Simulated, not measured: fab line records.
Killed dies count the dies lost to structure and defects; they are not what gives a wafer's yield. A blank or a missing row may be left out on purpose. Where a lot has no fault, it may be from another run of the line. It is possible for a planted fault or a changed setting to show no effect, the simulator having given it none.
Which tool is to blame? | flow sky130 | 72 wafers from 24 lots sampled at 6 of the route's 708 steps

== WHAT EACH GAUGE READ, for each wafer ==
SKY_PASSIVATION_THK_MEAS_01. Usual: PASSIVATION_CVD_00_THK typically reads 90.3 nm, with standard deviation 1.2.
lot  | measured     | on            | PASSIVATION_CVD_00_THK (nm) | flag
L074 | day 43 21:33 | film metro-03 | 88.8 90.2 90.9              |
L075 | day 44 05:15 | film metro-02 | 89.5 90.8 90.3              |
L076 | day 44 11:05 | film metro-03 | 89.9 91.3 91.1              |
L077 | day 44 19:13 | film metro-01 | 89.1 90.1 92.1              |
L078 | day 45 08:42 | film metro-03 | 89.1 90.9 89.5              |
L080 | day 45 10:07 | film metro-02 | 89.7 91.6 91.4              |
L079 | day 45 12:15 | film metro-03 | 89.7 91.0 92.9              |
L081 | day 46 05:54 | film metro-02 | 89.5 90.1 91.4              |
L082 | day 46 12:48 | film metro-03 | 89.7 91.6 91.1              |
L083 | day 46 16:04 | film metro-02 | 90.4 89.4 90.2              |
L084 | day 46 21:36 | film metro-01 | 90.0 92.3 90.3              |
L085 | day 47 03:41 | film metro-02 | 88.5 87.6 90.6              |
L086 | day 47 05:33 | film metro-03 | 91.8 92.5 92.6              |
L087 | day 47 09:02 | film metro-03 | 90.3 91.8 92.1              |
L088 | day 47 18:24 | film metro-01 | 90.9 90.8 90.8              |
L089 | day 48 04:50 | film metro-02 | 89.9 89.7 90.8              |
L091 | day 48 16:50 | film metro-03 | 89.5 88.5 89.3              |
L090 | day 48 19:52 | film metro-01 | 88.6 89.5 90.2              |
L092 | day 48 20:28 | film metro-01 | 89.0 89.7 90.4              |
L093 | day 48 21:48 | film metro-02 | 89.4 91.2 91.7              |
L094 | day 48 23:54 | film metro-02 | 88.9 90.4 91.9              |
L095 | day 49 11:35 | film metro-03 | 89.2 90.6 90.6              |
L096 | day 49 09:26 | film metro-03 | 88.3 89.2 89.9              |
L097 | day 49 15:41 | film metro-02 | 88.1 89.2 92.0              |

== WHAT TOOL EACH LOT RAN ON (gives the tool, then ch and the chambers of the sampled wafers, and finally the start) ==
lot  | SKY_CONTACT_ETCH_17                | SKY_METAL1_SPUTTER_04        | SKY_METAL3_SPUTTER_01        | SKY_CAPM_STRIP_14                    | SKY_VIA3_CMP_02
L074 | rie diel-04 ch 0,3, day 31 14:32   | pvd sputter-02, day 31 16:04 | pvd sputter-04, day 36 09:14 | plasma asher-01 ch 0,1, day 37 11:32 | cmp-02 ch 0,1,3, day 38 15:24
L075 | rie diel-02 ch 1,3, day 31 18:05   | pvd sputter-01, day 31 19:31 | pvd sputter-02, day 36 14:34 | plasma asher-04 ch 0,1, day 37 17:33 | cmp-01 ch 0,3, day 38 21:01
L076 | rie diel-04 ch 0,3, day 32 05:45   | pvd sputter-01, day 32 07:11 | pvd sputter-01, day 37 00:31 | plasma asher-04 ch 0,1, day 38 02:08 | cmp-02 ch 2,3, day 39 04:34
L077 | rie diel-02 ch 0,1,3, day 32 15:44 | pvd sputter-01, day 32 17:12 | pvd sputter-01, day 37 10:24 | plasma asher-04 ch 0,1, day 38 12:05 | cmp-02 ch 1,3, day 39 14:12
L078 | rie diel-01 ch 1,2,3, day 33 07:53 | pvd sputter-01, day 33 09:25 | pvd sputter-02, day 37 23:27 | plasma asher-04 ch 0, day 39 01:14   | cmp-01 ch 1,2,3, day 40 04:21
L080 | rie diel-02 ch 0,1,3, day 33 08:27 | pvd sputter-04, day 33 10:00 | pvd sputter-01, day 38 00:57 | plasma asher-04 ch 1, day 39 02:24   | cmp-02 ch 1,2, day 40 05:53
L079 | rie diel-02 ch 0,3, day 33 09:54   | pvd sputter-02, day 33 11:22 | pvd sputter-02, day 38 01:40 | plasma asher-04 ch 0,1, day 39 03:13 | cmp-01 ch 0,2,3, day 40 06:29
L081 | rie diel-01 ch 0,1,3, day 34 09:39 | pvd sputter-01, day 34 11:04 | pvd sputter-01, day 39 01:29 | plasma asher-04 ch 0,1, day 40 03:05 | cmp-02 ch 0,2, day 41 06:05
L082 | rie diel-01 ch 0,3, day 34 22:02   | pvd sputter-02, day 34 23:31 | pvd sputter-01, day 39 11:37 | plasma asher-02 ch 0,1, day 40 12:52 | cmp-01 ch 0,1,2, day 41 15:58
L083 | rie diel-02 ch 1,2,3, day 34 22:56 | pvd sputter-01, day 35 00:24 | pvd sputter-04, day 39 14:02 | plasma asher-02 ch 0,1, day 40 15:19 | cmp-01 ch 0,1,2, day 41 17:30
L084 | rie diel-02 ch 0,1,3, day 35 06:49 | pvd sputter-04, day 35 08:14 | pvd sputter-04, day 39 21:41 | plasma asher-02 ch 0,1, day 40 21:41 | cmp-02 ch 0,1,3, day 41 23:26
L085 | rie diel-02 ch 0,1,2, day 35 14:35 | pvd sputter-02, day 35 16:01 | pvd sputter-01, day 40 04:56 | plasma asher-02 ch 0,1, day 41 05:14 | cmp-02 ch 1,2, day 42 07:22
L086 | rie diel-04 ch 0,1,2, day 35 15:17 | pvd sputter-04, day 35 16:43 | pvd sputter-01, day 40 05:48 | plasma asher-01 ch 0,1, day 41 06:31 | cmp-02 ch 0,1, day 42 09:15
L087 | rie diel-04 ch 0,1,2, day 35 21:15 | pvd sputter-01, day 35 22:44 | pvd sputter-04, day 40 11:38 | plasma asher-01 ch 0,1, day 41 12:13 | cmp-02 ch 0,3, day 42 14:48
L088 | rie diel-02 ch 1,3, day 36 10:03   | pvd sputter-02, day 36 11:29 | pvd sputter-01, day 40 23:17 | plasma asher-01 ch 0,1, day 42 00:20 | cmp-01 ch 0,3, day 43 02:06
L089 | rie diel-01 ch 2,3, day 36 23:44   | pvd sputter-04, day 37 01:11 | pvd sputter-02, day 41 12:23 | plasma asher-01 ch 0,1, day 42 12:29 | cmp-02 ch 0,1,3, day 43 13:37
L091 | rie diel-02 ch 0,1,3, day 37 15:06 | pvd sputter-04, day 37 16:32 | pvd sputter-04, day 42 03:36 | plasma asher-01 ch 0,1, day 43 03:10 | cmp-02 ch 0,1,3, day 44 04:11
L090 | rie diel-01 ch 0,1,3, day 37 17:20 | pvd sputter-02, day 37 18:47 | pvd sputter-02, day 42 05:05 | plasma asher-01 ch 0,1, day 43 04:08 | cmp-02 ch 1,2,3, day 44 05:46
L092 | rie diel-04 ch 0,1, day 37 18:06   | pvd sputter-01, day 37 19:34 | pvd sputter-04, day 42 05:41 | plasma asher-04 ch 0,1, day 43 05:14 | cmp-01 ch 0,1,3, day 44 07:07
L093 | rie diel-02 ch 0,1, day 37 19:42   | pvd sputter-01, day 37 21:10 | pvd sputter-04, day 42 08:38 | plasma asher-01 ch 0,1, day 43 07:47 | cmp-01 ch 0,2,3, day 44 08:39
L094 | rie diel-01 ch 0,3, day 37 23:56   | pvd sputter-01, day 38 01:22 | pvd sputter-02, day 42 11:32 | plasma asher-04 ch 0,1, day 43 10:46 | cmp-02 ch 2,3, day 44 10:34
L095 | rie diel-04 ch 0,2, day 38 15:12   | pvd sputter-04, day 38 16:38 | pvd sputter-01, day 43 02:07 | plasma asher-02 ch 0,1, day 44 01:17 | cmp-01 ch 1,2,3, day 45 01:38
L096 | rie diel-04 ch 0,1,2, day 38 16:17 | pvd sputter-04, day 38 17:43 | pvd sputter-04, day 43 01:59 | plasma asher-01 ch 0,1, day 44 00:44 | cmp-02 ch 0,3, day 45 00:33
L097 | rie diel-01 ch 1,2,3, day 38 22:12 | pvd sputter-04, day 38 23:37 | pvd sputter-02, day 43 08:54 | plasma asher-02 ch 0,1, day 44 07:36 | cmp-02 ch 1,2,3, day 45 07:44
- SKY_CONTACT_ETCH_17: etches SiO2 in C4F8/O2/Ar, stops on Si3N4, target depth 340 nm.
- SKY_METAL1_SPUTTER_04: material TiN, target thk 70 nm, time 58.3 s.
- SKY_METAL3_SPUTTER_01: material TiN, target thk 20 nm, time 16.7 s.
- SKY_CAPM_STRIP_14: strips in O2/N2.
- SKY_VIA3_CMP_02: polishes SiO2.

== WHAT THE TOOLS THEMSELVES READ (means of the sampled wafers that have a number; where no wafer has one, the mark that the record gives instead) ==
SKY_CONTACT_ETCH_17. Usual: bias w 1200 W, standard deviation 3.2; chamber pressure mTorr 40.00 mTorr, standard deviation 0.035; oes product au 0.891 a.u., standard deviation 0.0049.
lot  | tool        | bias w (W) | chamber pressure mTorr (mTorr) | oes product au (a.u.) | flag
L074 | rie diel-04 | 1199       | 39.97                          | 0.890                 |
L075 | rie diel-02 | 1201       | 39.95                          | 0.890                 |
L076 | rie diel-04 | 1198       | 40.01                          | 0.897                 |
L077 | rie diel-02 | 1201       | 40.04                          | 0.891                 |
L078 | rie diel-01 | 1202       | 40.04                          | 0.891                 |
L080 | rie diel-02 | 1201       | 40.01                          | 0.892                 |
L079 | rie diel-02 | 1198       | 40.01                          | 0.888                 |
L081 | rie diel-01 | 1200       | 39.94                          | 0.889                 |
L082 | rie diel-01 | 1199       | 40.01                          | 0.892                 |
L083 | rie diel-02 | 1199       | 39.98                          | 0.894                 |
L084 | rie diel-02 | 1199       | 39.99                          | 0.890                 |
L085 | rie diel-02 | 1201       | 39.99                          | 0.890                 |
L086 | rie diel-04 | 1200       | 40.02                          | 0.888                 |
L087 | rie diel-04 | 1198       | 40.00                          | 0.890                 |
L088 | rie diel-02 | 1198       | 39.97                          | 0.889                 |
L089 | rie diel-01 | 1200       | 39.99                          | 0.889                 |
L091 | rie diel-02 | 1195       | 40.01                          | 0.891                 |
L090 | rie diel-01 | 1197       | 40.02                          | 0.897                 |
L092 | rie diel-04 | 1199       | 40.00                          | 0.891                 |
L093 | rie diel-02 | 1198       | 39.99                          | 0.894                 |
L094 | rie diel-01 | 1201       | 40.00                          | 0.891                 |
L095 | rie diel-04 | 1200       | 40.01                          | 0.891                 |
L096 | rie diel-04 | 1200       | 40.02                          | 0.890                 |
L097 | rie diel-01 | 1200       | 39.97                          | 0.894                 |

SKY_METAL1_SPUTTER_04. Usual: throttle valve pct 30.1 %, standard deviation 1.4.
lot  | tool           | throttle valve pct (%) | flag
L074 | pvd sputter-02 | 31.2                   |
L075 | pvd sputter-01 | 30.3                   |
L076 | pvd sputter-01 | 30.3                   |
L077 | pvd sputter-01 | 31.2                   |
L078 | pvd sputter-01 | 30.5                   |
L080 | pvd sputter-04 | 30.2                   |
L079 | pvd sputter-02 | 29.9                   |
L081 | pvd sputter-01 | 30.6                   |
L082 | pvd sputter-02 | 29.9                   |
L083 | pvd sputter-01 | 30.4                   |
L084 | pvd sputter-04 | 29.6                   |
L085 | pvd sputter-02 | 30.0                   |
L086 | pvd sputter-04 | 31.4                   |
L087 | pvd sputter-01 | 30.5                   |
L088 | pvd sputter-02 | 31.5                   |
L089 | pvd sputter-04 | 28.5                   |
L091 | pvd sputter-04 | 28.4                   |
L090 | pvd sputter-02 | 30.5                   |
L092 | pvd sputter-01 | 30.7                   |
L093 | pvd sputter-01 | 30.5                   |
L094 | pvd sputter-01 | 29.7                   |
L095 | pvd sputter-04 | 28.4                   |
L096 | pvd sputter-04 | 29.7                   |
L097 | pvd sputter-04 | 29.5                   |

SKY_METAL3_SPUTTER_01. Usual: throttle valve pct 30.1 %, standard deviation 1.3.
lot  | tool           | throttle valve pct (%) | flag
L074 | pvd sputter-04 | 28.5                   |
L075 | pvd sputter-02 | 30.5                   |
L076 | pvd sputter-01 | 30.2                   |
L077 | pvd sputter-01 | 31.2                   |
L078 | pvd sputter-02 | 31.4                   |
L080 | pvd sputter-01 | 30.6                   |
L079 | pvd sputter-02 | 30.4                   |
L081 | pvd sputter-01 | 30.2                   |
L082 | pvd sputter-01 | 30.4                   |
L083 | pvd sputter-04 | 28.5                   |
L084 | pvd sputter-04 | 30.0                   |
L085 | pvd sputter-01 | 30.2                   |
L086 | pvd sputter-01 | 30.6                   |
L087 | pvd sputter-04 | 30.2                   |
L088 | pvd sputter-01 | 30.2                   |
L089 | pvd sputter-02 | 31.0                   |
L091 | pvd sputter-04 | 30.0                   |
L090 | pvd sputter-02 | 31.1                   |
L092 | pvd sputter-04 | 28.3                   |
L093 | pvd sputter-04 | 31.4                   |
L094 | pvd sputter-02 | 30.6                   |
L095 | pvd sputter-01 | 30.6                   |
L096 | pvd sputter-04 | 27.7                   |
L097 | pvd sputter-02 | 30.8                   |

SKY_CAPM_STRIP_14. Usual: chamber pressure mTorr 1499.9 mTorr, standard deviation 1.4; drypump motor current A 5.5 A, standard deviation 0.54; oes product au 0.710 a.u., standard deviation 0.0048; strip time to endpoint s 12.67 s, standard deviation 0.049.
lot  | tool            | chamber pressure mTorr (mTorr) | drypump motor current A (A) | oes product au (a.u.) | strip time to endpoint s (s) | flag
L074 | plasma asher-01 | 1499.3                         | 5.8                         | 0.709                 | 12.67                        |
L075 | plasma asher-04 | 1501.1                         | 5.3                         | 0.711                 | 12.64                        |
L076 | plasma asher-04 | 1500.7                         | 5.4                         | 0.708                 | 12.63                        |
L077 | plasma asher-04 | 1501.4                         | 5.9                         | 0.709                 | 12.73                        |
L078 | plasma asher-04 | 1499.0                         | 6.4                         | 0.711                 | 12.59                        |
L080 | plasma asher-04 | 1499.9                         | 4.8                         | 0.709                 | 12.66                        |
L079 | plasma asher-04 | 1498.5                         | 5.4                         | 0.714                 | 12.70                        |
L081 | plasma asher-04 | 1500.8                         | 5.4                         | 0.710                 | 12.70                        |
L082 | plasma asher-02 | 1500.1                         | 5.1                         | 0.709                 | 12.71                        |
L083 | plasma asher-02 | 1500.3                         | 5.0                         | 0.713                 | 12.65                        |
L084 | plasma asher-02 | 1498.6                         | 5.1                         | 0.707                 | 12.70                        |
L085 | plasma asher-02 | 1499.5                         | 5.1                         | 0.711                 | 12.65                        |
L086 | plasma asher-01 | 1499.4                         | 5.7                         | 0.711                 | 12.67                        |
L087 | plasma asher-01 | 1499.9                         | 5.7                         | 0.708                 | 12.71                        |
L088 | plasma asher-01 | 1499.5                         | 5.8                         | 0.712                 | 12.71                        |
L089 | plasma asher-01 | 1499.8                         | 5.7                         | 0.711                 | 12.67                        |
L091 | plasma asher-01 | 1500.0                         | 5.7                         | 0.708                 | 12.66                        |
L090 | plasma asher-01 | 1499.2                         | 5.7                         | 0.710                 | 12.66                        |
L092 | plasma asher-04 | 1497.8                         | 5.8                         | 0.710                 | 12.58                        |
L093 | plasma asher-01 | 1499.6                         | 5.7                         | 0.710                 | 12.65                        |
L094 | plasma asher-04 | 1499.7                         | 5.8                         | 0.714                 | 12.64                        |
L095 | plasma asher-02 | 1499.1                         | 5.1                         | 0.710                 | 12.74                        |
L096 | plasma asher-01 | 1500.7                         | 5.7                         | 0.706                 | 12.59                        |
L097 | plasma asher-02 | 1501.1                         | 5.1                         | 0.713                 | 12.61                        |

SKY_VIA3_CMP_02. Usual: motor current A 12.3 A, standard deviation 0.68.
lot  | tool   | motor current A (A) | flag
L074 | cmp-02 | 12.3                |
L075 | cmp-01 | 11.9                |
L076 | cmp-02 | 12.2                |
L077 | cmp-02 | 12.2                |
L078 | cmp-01 | 12.1                |
L080 | cmp-02 | 12.5                |
L079 | cmp-01 | 12.1                |
L081 | cmp-02 | 12.6                |
L082 | cmp-01 | 11.7                |
L083 | cmp-01 | 11.7                |
L084 | cmp-02 | 12.7                |
L085 | cmp-02 | 12.8                |
L086 | cmp-02 | 12.3                |
L087 | cmp-02 | 12.2                |
L088 | cmp-01 | 12.2                |
L089 | cmp-02 | 12.5                |
L091 | cmp-02 | 12.7                |
L090 | cmp-02 | 12.3                |
L092 | cmp-01 | 12.0                |
L093 | cmp-01 | 12.0                |
L094 | cmp-02 | 12.5                |
L095 | cmp-01 | 12.2                |
L096 | cmp-02 | 12.4                |
L097 | cmp-02 | 12.5                |

== THE ANSWER, worked out from the rows above alone ==
Rule: a lot is off if the mean of its wafers that have a number lies more than 3 standard deviations from the usual mean. Also off: a lot with no number at a reading for which 4 or more lots have one. All remaining lots with rows at the step are treated as sound. After the gauges, taken in route order, come the tools' own readings; for these a lot's mean is taken, as printed above. At the first step where some lot is off, the reading lying furthest off is the one used; lots without a number count as furthest.
None of the lots is off at any reading shown; this tells nothing.

== WHAT THE SIMULATOR HAD PUT IN ==
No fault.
